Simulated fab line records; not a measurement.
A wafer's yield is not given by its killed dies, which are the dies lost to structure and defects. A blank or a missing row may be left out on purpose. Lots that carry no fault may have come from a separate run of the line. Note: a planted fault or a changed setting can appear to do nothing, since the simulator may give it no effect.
Matching of chambers :: flow sky130 :: SKY_CONTACT_CMP_27 on cmp-02: 4 sister chambers
The step polishes, stops on SiO2, t overpolish 15 s, target thk 0 nm. 4 wafers are shown with their chamber, then 7 later ones without.

== WAFERS WITH THEIR CHAMBER ==
wafer: L258.2
chamber: 3
motorCurrentA (A): 9.4

wafer: L259.1
chamber: 1
motorCurrentA (A): 11.5

wafer: L259.5
chamber: 2
motorCurrentA (A): 10.8

wafer: L260.5
chamber: 0
motorCurrentA (A): 10.6

== WAFERS WITHOUT THEIR CHAMBER ==
wafer: L260.6
motorCurrentA (A): 11.7

wafer: L261.1
motorCurrentA (A): 9.0

wafer: L261.3
motorCurrentA (A): 11.4

wafer: L261.4
motorCurrentA (A): 11.0

wafer: L269.2
motorCurrentA (A): 10.8

wafer: L269.5
motorCurrentA (A): 10.6

wafer: L269.6
motorCurrentA (A): 9.4

== THE CHAMBER EACH PASSED THROUGH ==
wafer: L260.6
from the rows above: 1
in truth: 1

wafer: L261.1
from the rows above: 3
in truth: 3

wafer: L261.3
from the rows above: 1
in truth: 1

wafer: L261.4
from the rows above: can't be placed: 2 or 0 or 1
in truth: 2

wafer: L269.2
from the rows above: can't be placed: 2 or 0
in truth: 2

wafer: L269.5
from the rows above: can't be placed: 0 or 2
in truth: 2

wafer: L269.6
from the rows above: 3
in truth: 3
Correct placement for 4 of the 7. These rows do not allow placing 3 (true chamber among the candidates in 3). Number placed wrongly: 0.
How it was worked out, from the rows above alone: a wafer's distance from a chamber is the root of the sum, over the readings, of the square of ((its reading less the chamber's mean) divided by the reading's scatter). The wafer belongs to the nearest chamber; if the next one is less than 2 further off, it can't be placed. Each chamber's mean is taken over the wafers shown for it. The scatter: with one shown wafer a chamber, the root of the mean of the squares of how far each hidden wafer lies from its nearest shown one.
